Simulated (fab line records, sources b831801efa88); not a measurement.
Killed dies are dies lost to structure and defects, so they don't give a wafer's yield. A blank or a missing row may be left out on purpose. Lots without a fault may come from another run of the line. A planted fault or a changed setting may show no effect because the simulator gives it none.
fab line records | flow sky130
record lots=6 wafers=18 last_day=50
route steps=708 shown VIA4@649 METAL5@661 PASSIVATION@681 PAD_OPEN@708
lots that met no fault: from a run of the same line without faults
start_h: hours from the record's first day to the start of the lot's first wafer shown | wait_h: hours since the lot's step before | " the same as in the row above | L1.1+2: a row that stands for several wafers | - no value, or no start given | * or withheld: withheld | < > ~ a bound
route shown NAME@n: a module of which the file shows steps, and the number in the route of the first | usual: mean/standard deviation of fault-free wafers | same: alike in all rows | chamber/n: place in a boat | sites: the reading at each site | _std_site: their standard deviation | _edge_site: outer sites' mean less inner sites' | radius_mm: how far each site lies from the wafer's centre | mask NAME#n: copy n | behind: the tool/chamber that last shaped the wafer | hold: why the lot was held/for how many hours/how that ended | device: the transistor (n, p or np) that didn't switch | end of line: the same wafers' tests at the end of the route | a step without rows: its recipe alone | killed: dies lost to structure and defects at the first sort, not the wafer's yield | map: a wafer's dies, x killed, . not, _ none there
set.NAME: the setting as run; set.NAME@STEP: as run at that earlier step | model.NAME: the simulator's own value behind a step, which no gauge read
lots at some steps of the route; a table a step, a row a wafer
services: from which hour (start_h, from the record's first day; less than 0 if before it) a tool's chamber was out of use, for how many hours, and why
## steps
# step SKY_VIA4_DEVELOP_10
# recipe resist=NOVOLAK developer=TMAH develop_time_s=60 dev_temp_c=23
# step SKY_VIA4_OVL_MEAS_11
# usual VIA4_OVL=1.2/1.4
# columns lot.wafer tool chamber start_h wait_h VIA4_OVL[nm]
L127.4 overlay-02 - 1031.76 0.1 3.5
L127.5 " - " " 2.8
L127.6 " - " " 2.7
L131.2 overlay-02 - 1061.84 0.1 0.5
L131.4 " - " " 1.6
L131.5 " - " " 0.0
L134.1 overlay-02 - 1076.29 0.1 1.5
L134.2 " - " " 1.2
L134.5 " - " " 1.0
L135.1 overlay-02 - 1083.45 0.1 0.9
L135.2 " - " " 0.7
L135.4 " - " " 0.3
L142.4 overlay-01 - 1119.96 0.1 0.7
L142.5 " - " " 0.6
L142.6 " - " " -0.5
L145.1 overlay-02 - 1143.13 0.1 0.2
L145.3 " - " " 0.5
L145.6 " - " " 2.5
# step SKY_VIA4_ETCH_12
# recipe target=SiO2 chemistry=C4F8/O2/Ar stop_on=TiN mask_material=NOVOLAK source_w=1500 bias_w=1200 pressure_mtorr=40 c4f8_flow_sccm=withheld O2_flow_sccm=6 Ar_flow_sccm=300 time_s=withheld target_depth_a=5800
# usual chamber_pressure_mTorr=40.00/0.034 oes_product_au=0.926/0.0049
# columns lot.wafer tool chamber start_h wait_h chamber_pressure_mTorr oes_product_au
L127.4 rie_diel-02 2 1031.82 0.0 39.99 0.915
L127.5 " 0 " " 39.99 0.923
L127.6 " 1 " " 40.00 0.928
L131.2 rie_diel-04 3 1061.87 0.0 40.01 0.929
L131.4 " 2 " " 39.98 0.923
L131.5 " 3 " " 40.00 0.922
L134.1 rie_diel-02 0 1076.33 0.0 39.97 0.919
L134.2 " 1 " " 39.97 0.925
L134.5 " 1 " " 40.05 0.925
L135.1 rie_diel-04 3 1083.48 0.0 39.95 0.925
L135.2 " 0 " " 39.99 0.930
L135.4 " 1 " " 40.06 0.929
L142.4 rie_diel-02 1 1119.98 0.0 40.02 0.916
L142.5 " 1 " " 40.01 0.922
L142.6 " 0 " " 40.01 0.923
L145.1 rie_diel-04 2 1143.17 0.0 40.00 0.923
L145.3 " 3 " " 40.00 0.930
L145.6 " 0 " " 39.99 0.937
# step SKY_VIA4_STRIP_13
# recipe chemistry=O2/N2 power_w=1400 pressure_mtorr=1500 platen_temp_c=withheld o2_flow_sccm=3000 n2_flow_sccm=300 overash_fraction=0.5
# step SKY_VIA4_STRIP_14
# recipe chemistry=post_etch_residue_remover time_s=1200 temp_c=72.5
# step SKY_VIA4_CLEAN_15
# recipe chemistry=IPA time_s=180 temp_c=25
# step SKY_VIA4_CLEAN_16
# recipe chemistry=O3/DIW dry=n2_spin
# step SKY_VIA4_SPUTTER_17
# recipe material=TiN target_thk_nm=20 chamber_pressure_pa=5 power_w=4000 time_s=80
# step SKY_VIA4_CVD_18
# recipe material=W target_thk_nm=505 time_s=152.14 temp_c=400 pressure_torr=40
# step SKY_VIA4_RS_MEAS_19
# recipe thk_meas_gauge=four-point-probe reads=W_of_VIA4_CVD_18+TiN_of_VIA4_SPUTTER_17
# usual VIA4_W_RS=0.2252/0.0022
# columns lot.wafer tool chamber start_h wait_h VIA4_W_RS[ohm/sq]
L127.4 film_metro-01 - 1032.72 0.1 0.2263
L127.5 " - " " 0.2252
L127.6 " - " " 0.2255
L131.2 film_metro-01 - 1063.45 0.1 0.2229
L131.4 " - " " 0.2255
L131.5 " - " " 0.2252
L134.1 film_metro-03 - 1077.21 0.1 0.2268
L134.2 " - " " 0.2243
L134.5 " - " " 0.2261
L135.1 film_metro-04 - 1084.43 0.1 0.2268
L135.2 " - " " 0.2272
L135.4 " - " " 0.2261
L142.4 film_metro-04 - 1121.07 0.2 0.2195
L142.5 " - " " 0.2204
L142.6 " - " " 0.2194
L145.1 film_metro-04 - 1144.05 0.1 0.2259
L145.3 " - " " 0.2299
L145.6 " - " " 0.2267
# step SKY_VIA4_THK_MEAS_20
# recipe thk_meas_gauge=xrf reads=W_of_VIA4_CVD_18
# usual VIA4_W_THK=520/5.5
# columns lot.wafer tool chamber start_h wait_h VIA4_W_THK[nm]
L127.4 film_metro-01 - 1032.81 0.1 517
L127.5 " - " " 527
L127.6 " - " " 520
L131.2 film_metro-01 - 1063.56 0.1 529
L131.4 " - " " 524
L131.5 " - " " 524
L134.1 film_metro-03 - 1077.33 0.1 518
L134.2 " - " " 522
L134.5 " - " " 521
L135.1 film_metro-04 - 1084.55 0.1 515
L135.2 " - " " 511
L135.4 " - " " 515
L142.4 film_metro-04 - 1121.16 0.1 533
L142.5 " - " " 534
L142.6 " - " " 534
L145.1 film_metro-04 - 1144.17 0.1 517
L145.3 " - " " 508
L145.6 " - " " 513
# step SKY_VIA4_CMP_21
# recipe stop_on=SiO2 t_overpolish_s=25 down_force_psi=3.5 platen_rpm=60 target_thk_nm=0 pad_velocity_m_s=0.94248
# usual head_pressure_psi=3.501/0.0082 motor_current_A=11.1/1.4 overpolish_run_s=25.001/0.0099 time_to_endpoint_s=123/3.2
# columns lot.wafer tool chamber start_h wait_h head_pressure_psi motor_current_A overpolish_run_s time_to_endpoint_s
L127.4 cmp-02 1 1032.99 0.2 3.495 10.3 25.004 122
L127.5 " 2 " " 3.499 9.4 25.001 121
L127.6 " 3 " " 3.490 13.3 25.003 123
L131.2 cmp-01 1 1063.71 0.1 3.498 12.7 24.992 123
L131.4 " 2 " " 3.514 11.4 24.993 120
L131.5 " 0 " " 3.509 12.1 24.984 117
L134.2 cmp-01 2 1077.39 0.0 3.493 10.9 25.013 124
L134.1 " 0 " " 3.507 11.9 24.992 124
L134.5 " 3 " " 3.497 9.9 25.005 122
L135.4 cmp-01 1 1084.61 0.0 3.500 12.8 25.007 123
L135.1 " 2 " " 3.490 11.3 24.996 119
L135.2 " 3 " " 3.503 9.7 25.010 117
L142.4 cmp-02 3 1121.34 0.2 3.495 13.0 24.998 120
L142.5 " 0 " " 3.495 10.4 25.011 129
L142.6 " 1 " " 3.492 10.3 25.005 121
L145.1 cmp-01 3 1144.33 0.1 3.499 10.1 24.991 124
L145.3 " 0 " " 3.504 11.9 24.987 122
L145.6 " 1 " " 3.501 12.8 25.023 125
# step SKY_METAL5_SPUTTER_00
# recipe material=Ti target_thk_nm=15 power_w=3000 time_s=10 chamber_pressure_pa=0.4
# usual throttle_valve_pct=30.3/0.91
# columns lot.wafer tool chamber start_h wait_h throttle_valve_pct
L127.4 pvd_sputter-03 - 1033.14 0.1 30.6
L127.5 " - " " 29.9
L127.6 " - " " 30.7
L131.2 pvd_sputter-03 - 1063.91 0.1 30.5
L131.4 " - " " 30.2
L131.5 " - " " 31.1
L134.1 pvd_sputter-03 - 1077.69 0.1 29.9
L134.2 " - " " 30.4
L134.5 " - " " 30.1
L135.1 pvd_sputter-01 - 1084.91 0.2 31.4
L135.2 " - " " 32.0
L135.4 " - " " 27.7
L142.4 pvd_sputter-04 - 1121.49 0.1 29.7
L142.5 " - " " 29.7
L142.6 " - " " 30.3
L145.1 pvd_sputter-01 - 1144.53 0.1 31.8
L145.3 " - " " 31.0
L145.6 " - " " 31.3
# step SKY_METAL5_SPUTTER_01
# recipe material=TiN target_thk_nm=20 power_w=6500 time_s=16.7 chamber_pressure_pa=0.4
# step SKY_METAL5_SPUTTER_02
# recipe material=AlCu target_thk_nm=1150 power_w=10600 time_s=61.2 chamber_pressure_pa=0.4
# step SKY_METAL5_SPUTTER_03
# recipe material=Ti target_thk_nm=5 power_w=3000 time_s=3.3 chamber_pressure_pa=0.4
# step SKY_METAL5_SPUTTER_04
# recipe material=TiN target_thk_nm=70 power_w=6500 time_s=58.3 chamber_pressure_pa=0.4078
# usual throttle_valve_pct=30.3/0.92
# columns lot.wafer tool chamber start_h wait_h throttle_valve_pct
L127.4 pvd_sputter-03 - 1033.26 0.0 30.4
L127.5 " - " " 29.9
L127.6 " - " " 30.4
L131.2 pvd_sputter-03 - 1064.03 0.0 30.6
L131.4 " - " " 30.6
L131.5 " - " " 30.8
L134.1 pvd_sputter-03 - 1077.81 0.0 29.8
L134.2 " - " " 30.3
L134.5 " - " " 30.3
L135.1 pvd_sputter-01 - 1085.03 0.0 31.3
L135.2 " - " " 31.8
L135.4 " - " " 27.5
L142.4 pvd_sputter-04 - 1121.60 0.0 29.5
L142.5 " - " " 29.4
L142.6 " - " " 30.5
L145.1 pvd_sputter-01 - 1144.65 0.0 31.9
L145.3 " - " " 31.2
L145.6 " - " " 31.3
# step SKY_METAL5_RS_MEAS_05
# recipe thk_meas_gauge=four-point-probe reads=TiN_of_METAL5_SPUTTER_04+Ti_of_METAL5_SPUTTER_03+AlCu_of_METAL5_SPUTTER_02+TiN_of_METAL5_SPUTTER_01+Ti_of_METAL5_SPUTTER_00
# usual METAL5_ALCU_RS=0.02697/0.00025
# columns lot.wafer tool chamber start_h wait_h METAL5_ALCU_RS[ohm/sq]
L127.4 film_metro-03 - 1033.37 0.1 0.02702
L127.5 " - " " 0.02711
L127.6 " - " " 0.02724
L131.2 film_metro-04 - 1064.10 0.0 0.0269
L131.4 " - " " 0.02684
L131.5 " - " " 0.0267
L134.1 film_metro-04 - 1077.86 0.0 0.02678
L134.2 " - " " 0.02691
L134.5 " - " " 0.02665
L135.1 film_metro-03 - 1085.08 0.0 0.02705
L135.2 " - " " 0.0273
L135.4 " - " " 0.02705
L142.4 film_metro-04 - 1121.71 0.1 0.0269
L142.5 " - " " 0.02688
L142.6 " - " " 0.02691
L145.1 film_metro-03 - 1144.70 0.0 0.02709
L145.3 " - " " 0.02694
L145.6 " - " " 0.02678
# step SKY_METAL5_THK_MEAS_06
# recipe thk_meas_gauge=xrf reads=AlCu_of_METAL5_SPUTTER_02
# usual METAL5_ALCU_THK=1153/13
# columns lot.wafer tool chamber start_h wait_h METAL5_ALCU_THK[nm]
L127.4 film_metro-03 - 1033.46 0.1 1152
L127.5 " - " " 1150
L127.6 " - " " 1140
L131.2 film_metro-04 - 1064.21 0.1 1157
L131.4 " - " " 1161
L131.5 " - " " 1164
L134.1 film_metro-04 - 1077.98 0.1 1166
L134.2 " - " " 1163
L134.5 " - " " 1172
L135.1 film_metro-03 - 1085.20 0.1 1144
L135.2 " - " " 1129
L135.4 " - " " 1140
L142.4 film_metro-04 - 1121.80 0.1 1157
L142.5 " - " " 1159
L142.6 " - " " 1156
L145.1 film_metro-03 - 1144.82 0.1 1153
L145.3 " - " " 1158
L145.6 " - " " 1160
# step SKY_METAL5_DEHYDRATE_07
# recipe temp_c=200 time_s=60
# step SKY_METAL5_HMDS_08
# recipe prime_time_s=60 prime_temp_c=120
# step SKY_METAL5_COAT_09
# recipe resist=NOVOLAK spin_rpm=3000 resist_thk_nm=1800
# step SKY_METAL5_SOFTBAKE_10
# recipe temp_c=90 time_s=60 resist=NOVOLAK
# step SKY_METAL5_EXPOSE_11
# recipe mask_id=MM5 na=0.6 source_shape=conventional sigma_outer=0.6 polarization=unpolarized target_cd_nm=1600 dose_mj=190
# step SKY_METAL5_PEB_12
# recipe temp_c=withheld time_s=* resist=NOVOLAK
# step SKY_METAL5_DEVELOP_13
# recipe resist=NOVOLAK developer=TMAH develop_time_s=60 dev_temp_c=23
# step SKY_METAL5_DESCUM_14
# recipe chemistry=O2 source_power_w=150 bias_power_w=0 pressure_mtorr=10 temp_c=40 time_s=11
# step SKY_METAL5_METAL_ETCH_15
# recipe target_depth_a=12600 stop_on=SiO2 over_etch_frac=0.2 time_s=252 chemistry=Cl2/BCl3 resist_sidewall_deg=86 pressure_mtorr=10 icp_w=900 bias_w=48.5 Cl2_flow_sccm=60 bcl3_flow_sccm=30
# step SKY_METAL5_STRIP_16
# recipe chemistry=O2/N2 power_w=1400 pressure_mtorr=1500 platen_temp_c=withheld o2_flow_sccm=3000 n2_flow_sccm=300 overash_fraction=0.5
# step SKY_METAL5_STRIP_17
# recipe chemistry=post_etch_residue_remover time_s=1200 temp_c=72.5
# step SKY_METAL5_CLEAN_18
# recipe chemistry=IPA time_s=180 temp_c=25
# step SKY_METAL5_CLEAN_19
# recipe chemistry=O3/DIW dry=n2_spin
# step SKY_PASSIVATION_CVD_00
# recipe material=SiO2 target_thk_nm=90 temp_c=400 time_s=withheld rf_w=600
# usual heater_power_w=701/95
# columns lot.wafer tool chamber start_h wait_h heater_power_w
L127.4 pecvd-04 0 1055.99 0.0 775
L127.5 " 2 " " 692
L127.6 " 1 " " 892
L131.2 pecvd-01 1 1085.59 0.0 578
L131.4 " 0 " " 849
L131.5 " 2 " " 650
L134.1 pecvd-04 1 1099.77 0.0 805
L134.2 " 2 " " 694
L134.5 " 2 " " 553
L135.1 pecvd-02 1 1105.72 0.0 675
L135.2 " 2 " " 566
L135.4 " 1 " " 686
L142.4 pecvd-02 2 1141.49 0.0 648
L142.5 " 0 " " 706
L142.6 " 1 " " 657
L145.1 pecvd-04 0 1162.95 0.0 765
L145.3 " 2 " " 659
L145.6 " 2 " " 667
# step SKY_PASSIVATION_THK_MEAS_01
# recipe reads=SiO2_of_PASSIVATION_CVD_00
# usual PASSIVATION_CVD_00_THK=90.3/1.1
# columns lot.wafer tool chamber start_h wait_h PASSIVATION_CVD_00_THK[nm]
L127.4 film_metro-03 - 1056.03 - 91.0
L127.5 " - " " 90.2
L127.6 " - " " 91.4
L131.2 film_metro-03 - 1085.63 - 90.1
L131.4 " - " " 91.4
L131.5 " - " " 91.1
L134.1 film_metro-02 - 1099.79 - 91.0
L134.2 " - " " 90.6
L134.5 " - " " 93.2
L135.1 film_metro-03 - 1105.74 - 88.9
L135.2 " - " " 88.6
L135.4 " - " " 91.3
L142.4 film_metro-01 - 1141.53 - 90.0
L142.5 " - " " 90.2
L142.6 " - " " 90.0
L145.1 film_metro-01 - 1162.98 - 89.1
L145.3 " - " " 90.2
L145.6 " - " " 92.3
# step SKY_PASSIVATION_CVD_02
# recipe material=Si3N4 target_thk_nm=540 temp_c=400 time_s=withheld rf_w=450
# usual heater_power_w=746/92
# columns lot.wafer tool chamber start_h wait_h heater_power_w
L127.4 pecvd-01 0 1056.17 0.1 858
L127.5 " 1 " " 618
L127.6 " 2 " " 764
L131.2 pecvd-04 2 1085.68 0.0 613
L131.4 " 2 " " 685
L131.5 " 1 " " 754
L134.1 pecvd-02 0 1099.85 0.1 741
L134.2 " 2 " " 597
L134.5 " 0 " " 784
L135.1 pecvd-04 1 1105.80 0.1 852
L135.2 " 2 " " 748
L135.4 " 0 " " 678
L142.4 pecvd-04 0 1141.67 0.1 781
L142.5 " 2 " " 760
L142.6 " 1 " " 823
L145.1 pecvd-01 0 1163.04 0.1 861
L145.3 " 1 " " 666
L145.6 " 1 " " 699
# step SKY_PASSIVATION_THK_MEAS_03
# recipe reads=Si3N4_of_PASSIVATION_CVD_02
# usual PASSIVATION_CVD_02_THK=540/7.2
# columns lot.wafer tool chamber start_h wait_h PASSIVATION_CVD_02_THK[nm]
L127.4 film_metro-02 - 1056.31 - 546
L127.5 " - " " 552
L127.6 " - " " 550
L131.2 film_metro-01 - 1085.91 - 531
L131.4 " - " " 538
L131.5 " - " " 546
L134.1 film_metro-02 - 1100.07 - 540
L134.2 " - " " 544
L134.5 " - " " 547
L135.1 film_metro-03 - 1106.03 - 524
L135.2 " - " " 524
L135.4 " - " " 537
L142.4 film_metro-02 - 1141.81 - 539
L142.5 " - " " 545
L142.6 " - " " 538
L145.1 film_metro-01 - 1163.26 - 537
L145.3 " - " " 533
L145.6 " - " " 539
# step SKY_PASSIVATION_DEHYDRATE_04
# recipe temp_c=200 time_s=60
# step SKY_PASSIVATION_HMDS_05
# recipe prime_time_s=60 prime_temp_c=120
# step SKY_PASSIVATION_COAT_06
# recipe spin_rpm=2000 resist_thk_nm=3049
# step SKY_PASSIVATION_SOFTBAKE_07
# recipe temp_c=110 time_s=withheld
# step SKY_PASSIVATION_EXPOSE_08
# recipe mask_id=NSM target_cd_nm=3000 na=0.57 dose_mj=260
# step SKY_PASSIVATION_PEB_09
# recipe temp_c=115 time_s=withheld
# step SKY_PAD_OPEN_PROBE_99
# usual defect_limited_yield=82.2/1.7 killed_at_M0_to_M3=44/6.3 killed_at_M4_up=3.1/2 killed_at_contacts=24/4.8 killed_at_front_end=15/4.6 killed_at_other=0.2/0.51 killed_dies=87/8.4 killed_open=48/6.4 killed_short=39/5.9 sort_bin_3_pad_short=0.9/0.41 sort_bin_5_function=10.5/1.4 sort_bin_6_memory=6.3/1.1 sort_n_pass=405/8.4 sort_yield_pct=82.2/1.7
# same gross_dies=492 killed_at_back_side=0 sort_bin_4_leakage[%]=0 sort_bin_8_speed[%]=0
# columns lot.wafer tool chamber start_h wait_h hold defect_limited_yield[%] killed_at_M0_to_M3 killed_at_M4_up killed_at_contacts killed_at_front_end killed_at_other killed_dies killed_open killed_short sort_bin_3_pad_short[%] sort_bin_5_function[%] sort_bin_6_memory[%] sort_n_pass sort_yield_pct[%] model.etest.tester.sort_n_pass model.etest.tester.sort_yield_pct model.etest.tester.sort_bin_5_pct model.etest.tester.sort_bin_3_pct
L127.4 prober-02 - 1100.10 0.2 - 81.5 44 3 29 15 0 91 44 47 2.2 9.6 6.7 401 81.5 401 81.5 9.553 2.236
L127.5 prober-02 - 1100.15 0.2 - 80.5 37 5 32 22 0 96 55 41 1.4 12.0 6.1 396 80.5 396 80.49 11.99 1.423
L127.6 prober-02 - 1100.20 0.2 - 83.5 33 4 26 18 0 81 41 40 0.2 11.2 5.1 411 83.5 411 83.54 11.18 0.2033
L131.2 prober-02 - 1128.41 0.1 await_dispo/4.3h/release 70.7 37 65 24 17 1 144 40 41 3.5 19.3 6.5 348 70.7 348 70.73 19.31 3.455
L131.4 prober-02 - 1128.51 0.2 await_dispo/4.3h/release 71.7 41 63 21 14 0 139 47 32 4.3 17.9 6.1 353 71.7 353 71.75 17.89 4.268
L131.5 prober-02 - 1128.56 0.2 await_dispo/4.3h/release 78.9 49 18 24 12 1 104 44 44 1.8 14.4 4.9 388 78.9 388 78.86 14.43 1.829
L134.1 prober-01 - 1140.83 0.1 await_dispo/5.6h/release 77.2 42 41 15 14 0 112 34 39 3.0 12.6 7.1 380 77.2 380 77.24 12.6 3.049
L134.2 prober-01 - 1140.88 0.1 await_dispo/5.6h/release 78.5 42 26 19 19 0 106 39 46 2.2 12.0 7.3 386 78.5 386 78.46 11.99 2.236
L134.5 prober-01 - 1141.03 0.2 await_dispo/5.6h/release 79.5 38 24 24 15 0 101 39 44 1.2 13.2 6.1 391 79.5 391 79.47 13.21 1.22
L135.1 prober-02 - 1146.11 0.1 - 84.6 37 0 22 17 0 76 43 33 0.4 10.0 5.1 416 84.6 416 84.55 9.959 0.4065
L135.2 prober-02 - 1146.16 0.1 - 77.6 60 1 31 18 0 110 58 52 1.2 12.6 8.5 382 77.6 382 77.64 12.6 1.22
L135.4 prober-02 - 1146.26 0.2 - 82.5 48 1 23 13 1 86 49 37 0.4 11.8 5.3 406 82.5 406 82.52 11.79 0.4065
L142.4 prober-01 - 1178.80 0.2 - 82.5 50 3 24 8 1 86 53 33 1.4 9.3 6.7 406 82.5 406 82.52 9.35 1.423
L142.5 prober-01 - 1178.85 0.2 - 82.1 42 8 25 13 0 88 53 35 1.2 10.0 6.7 404 82.1 404 82.11 9.959 1.22
L142.6 prober-01 - 1178.90 0.2 - 82.5 49 0 22 15 0 86 51 35 0.6 10.4 6.5 406 82.5 406 82.52 10.37 0.6098
L145.1 prober-01 - 1197.80 0.1 - 85.2 43 2 18 10 0 73 41 32 0.2 9.1 5.5 419 85.2 419 85.16 9.146 0.2033
L145.3 prober-01 - 1197.90 0.2 - 86.8 38 5 14 8 0 65 31 34 0.6 6.1 6.5 427 86.8 427 86.79 6.098 0.6098
L145.6 prober-01 - 1198.05 0.2 - 82.3 42 1 31 13 0 87 56 31 0.6 9.3 7.7 405 82.3 405 82.32 9.35 0.6098
# killed by level:class
L127.4 CONTACT:geometric_particle:open=8 VIA1:geometric_particle:open=8 CONTACT:geometric_particle:short=7 POLY_GATE:geometric_particle:short=6 METAL2:geometric_particle:short=6 VIA2:geometric_particle:open=5 LOCAL_INTERCONNECT:geometric_particle:short=5 VIA3:geometric_particle:open=4
L127.5 LI_CONTACT:geometric_particle:open=11 CONTACT:geometric_particle:open=11 VIA1:geometric_particle:open=8 METAL2:geometric_particle:short=7 FIELD_ISO:geometric_particle:open=5 FIELD_ISO:geometric_particle:short=5 LOCAL_INTERCONNECT:geometric_particle:short=5 VIA2:geometric_particle:open=5
L127.6 METAL2:geometric_particle:short=8 LI_CONTACT:geometric_particle:open=8 CONTACT:geometric_particle:open=8 POLY_GATE:geometric_particle:open=6 VIA1:geometric_particle:open=6 POLY_GATE:geometric_particle:short=5 LOCAL_INTERCONNECT:geometric_particle:short=5 VIA2:geometric_particle:open=5
L131.2 METAL5:unspecified=63 VIA1:geometric_particle:short=9 LI_CONTACT:geometric_particle:open=7 VIA1:geometric_particle:open=7 CONTACT:geometric_particle:open=6 VIA2:geometric_particle:open=5 FIELD_ISO:geometric_particle:open=4 LI_CONTACT:geometric_particle:short=4
L131.4 METAL5:unspecified=60 VIA1:geometric_particle:open=14 CONTACT:geometric_particle:open=9 LI_CONTACT:geometric_particle:open=8 FIELD_ISO:geometric_particle:short=5 METAL2:geometric_particle:short=5 POLY_GATE:geometric_particle:short=4 METAL1:geometric_particle:short=4
L131.5 METAL5:unspecified=16 VIA1:geometric_particle:open=12 CONTACT:geometric_particle:open=9 VIA1:geometric_particle:short=6 CONTACT:geometric_particle:short=6 VIA3:geometric_particle:open=6 FIELD_ISO:geometric_particle:short=5 VIA2:geometric_particle:open=5
L134.1 METAL5:unspecified=39 VIA1:geometric_particle:open=12 METAL1:geometric_particle:short=6 CONTACT:geometric_particle:short=5 METAL2:geometric_particle:short=5 METAL3:geometric_particle:short=5 POLY_GATE:geometric_particle:short=4 CONTACT:geometric_particle:open=4
L134.2 METAL5:unspecified=21 VIA1:geometric_particle:open=8 CONTACT:geometric_particle:open=7 METAL1:geometric_particle:short=7 LOCAL_INTERCONNECT:geometric_particle:short=6 VIA1:geometric_particle:short=6 FIELD_ISO:geometric_particle:short=5 SONOS_ONO:geometric_particle:open=4
L134.5 METAL5:unspecified=18 CONTACT:geometric_particle:open=9 VIA3:geometric_particle:open=7 METAL2:geometric_particle:short=7 FIELD_ISO:geometric_particle:short=6 CONTACT:geometric_particle:short=6 LI_CONTACT:geometric_particle:open=5 METAL1:geometric_particle:short=5
L135.1 VIA3:geometric_particle:open=10 VIA1:geometric_particle:open=8 FIELD_ISO:geometric_particle:short=7 CONTACT:geometric_particle:open=7 LOCAL_INTERCONNECT:geometric_particle:short=6 LI_CONTACT:geometric_particle:open=5 VIA2:geometric_particle:open=5 VIA1:geometric_particle:short=4
L135.2 VIA1:geometric_particle:open=12 VIA3:geometric_particle:open=11 VIA3:geometric_particle:short=9 CONTACT:geometric_particle:open=9 LI_CONTACT:geometric_particle:open=8 CONTACT:geometric_particle:short=7 METAL3:geometric_particle:short=7 SPACER:geometric_particle:short=6
L135.4 VIA1:geometric_particle:open=13 LI_CONTACT:geometric_particle:open=10 METAL1:geometric_particle:short=6 VIA3:geometric_particle:open=6 METAL2:geometric_particle:short=5 SPACER:geometric_particle:short=4 CONTACT:geometric_particle:short=4 CONTACT:geometric_particle:open=4
L142.4 METAL1:geometric_particle:short=11 VIA2:geometric_particle:open=11 CONTACT:geometric_particle:open=9 LI_CONTACT:geometric_particle:open=7 VIA1:geometric_particle:open=7 VIA3:geometric_particle:open=6 LI_CONTACT:geometric_particle:short=4 METAL1:geometric_particle:open=4
L142.5 VIA1:geometric_particle:open=14 LI_CONTACT:geometric_particle:open=10 VIA2:geometric_particle:open=8 LOCAL_INTERCONNECT:geometric_particle:short=6 METAL1:geometric_particle:short=6 CONTACT:geometric_particle:open=5 FIELD_ISO:geometric_particle:open=4 FIELD_ISO:geometric_particle:short=4
L142.6 VIA1:geometric_particle:open=15 VIA3:geometric_particle:open=8 POLY_GATE:geometric_particle:open=7 VIA2:geometric_particle:open=6 CONTACT:geometric_particle:open=5 LI_CONTACT:geometric_particle:short=5 CONTACT:geometric_particle:short=5 VIA1:geometric_particle:short=5
L145.1 CONTACT:geometric_particle:open=9 VIA1:geometric_particle:open=8 VIA3:geometric_particle:open=8 METAL1:geometric_particle:short=7 VIA2:geometric_particle:open=5 METAL2:geometric_particle:short=5 LI_CONTACT:geometric_particle:open=4 VIA1:geometric_particle:short=4
L145.3 METAL1:geometric_particle:short=11 LI_CONTACT:geometric_particle:open=6 VIA1:geometric_particle:open=5 VIA2:geometric_particle:open=5 VIA3:geometric_particle:open=5 FIELD_ISO:geometric_particle:short=3 FIELD_ISO:geometric_particle:open=3 LI_CONTACT:geometric_particle:short=3
L145.6 LI_CONTACT:geometric_particle:open=16 VIA1:geometric_particle:open=11 VIA2:geometric_particle:open=7 LOCAL_INTERCONNECT:geometric_particle:short=5 CONTACT:geometric_particle:open=5 FIELD_ISO:geometric_particle:open=4 CONTACT:geometric_particle:short=4 METAL1:geometric_particle:short=4
# map L131.2 (x killed, . not)
__________..x......._________
________...x.xx......._______
______..........x...x..._____
_____...x...x....x.......____
____....x......xx.........___
___...xxxxx.x.........xx...__
__....xxxxx.....x..........x_
_.x..xxxxxxxx.x.x.....x......
_...xxxxxxxxxx.xxx...x.x.....
_x..xxxxxxxxxx......x........
_...xxxxxxxx.xx...x....x..x..
_...xxxxxxxxx.....x.......x..
_..xx.xx.xx...x....x..xx..x..
_...xx.x.xx.x...x..xx........
_.......xx.x....x.x.......x..
__.x.........x....x..x.x.x.._
___....x...x.....x..x..x...__
____..x........x...xx.x...___
_____..x..x....x.....x.x.____
______..........x......._____
________...x....xx...x_______
__________xx........_________
# map L134.1 (x killed, . not)
__________xxxxxxxx.._________
________xxxxxxxxxx.x.x_______
______..xxxxxxxxxxx....x_____
_____.x..xxxxxxxx........____
____.......x.x.x.x........___
___.......xxx.x............__
__..x.........xx.xx.....x..._
_...x................x..x.xxx
_.........x.....xx......x....
_...x.....x..........x.x.....
_..x..x........x....x........
_......x........x.......x.x..
_...x..............x.........
_..x....x...x......x......x..
_..........x.x..x....x.......
__..x....................x.._
___....x..........x.xx.....__
____.......x.......xx.....___
_____.x.x.x.xx........x.x____
______.x...x....x......._____
________.x...........x_______
__________.x.x.x...._________
## services
# columns tool chamber start_h hours kind
cmp-01 - 1017.22 5.9 pm
rie_diel-02 1 1025.53 4.1 repair
rie_diel-02 3 1030.77 10.8 repair
pecvd-01 - 1046.92 2.8 pm
pvd_sputter-03 1 1047.01 - consumable_replace:kit
pvd_sputter-03 1 1047.01 18.0 scheduled_down
pvd_sputter-03 1 1047.01 18.0 vent_cycle
cmp-02 - 1055.13 3.5 pm
rie_diel-02 2 1067.50 15.1 repair
cmp-02 - 1078.94 0.4 repair
pecvd-04 0 1087.14 5.5 scheduled_down
rie_diel-04 2 1098.02 5.8 repair
cmp-02 - 1099.25 4.0 pm
pecvd-01 0 1102.99 5.5 repair
rie_diel-04 3 1105.44 2.9 repair
cmp-02 - 1111.86 0.3 repair
rie_diel-02 - 1124.93 14.6 pm
pecvd-04 2 1131.89 5.5 scheduled_down
cmp-01 - 1132.79 3.4 pm
pvd_sputter-01 - 1139.45 2.7 repair
rie_diel-02 0 1142.84 2.6 repair
pvd_sputter-03 - 1143.09 0.6 repair
cmp-01 - 1143.81 0.3 repair
pecvd-04 - 1153.40 1.7 repair
## key
first_sign step=SKY_PAD_OPEN_PROBE_99 reading=killed_at_M4_up direction=up sigmas=18 usual=3.1 struck=39.5
effect step=SKY_PAD_OPEN_PROBE_99 reading=sort_bin_3_pad_short direction=up sigmas=4.4 usual=0.9 struck=2.7 wafers_moved=4
model_effect step=SKY_PAD_OPEN_PROBE_99 value=etest.tester.sort_n_pass without=404.8 struck=374.3
met_at SKY_METAL5_SPUTTER_00
struck_wafers L131.2,L131.4,L131.5,L134.1,L134.2,L134.5
onset_between 1033.14 1063.91
also_fits SKY_METAL5_SPUTTER_04:pvd_sputter-03
fault kind=chamber_particle_source tool=pvd_sputter-03 chamber=- onset_h=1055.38 steps=SKY_METAL5_SPUTTER_00 rate_per_visit_cm2=1.0461 end_h=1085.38
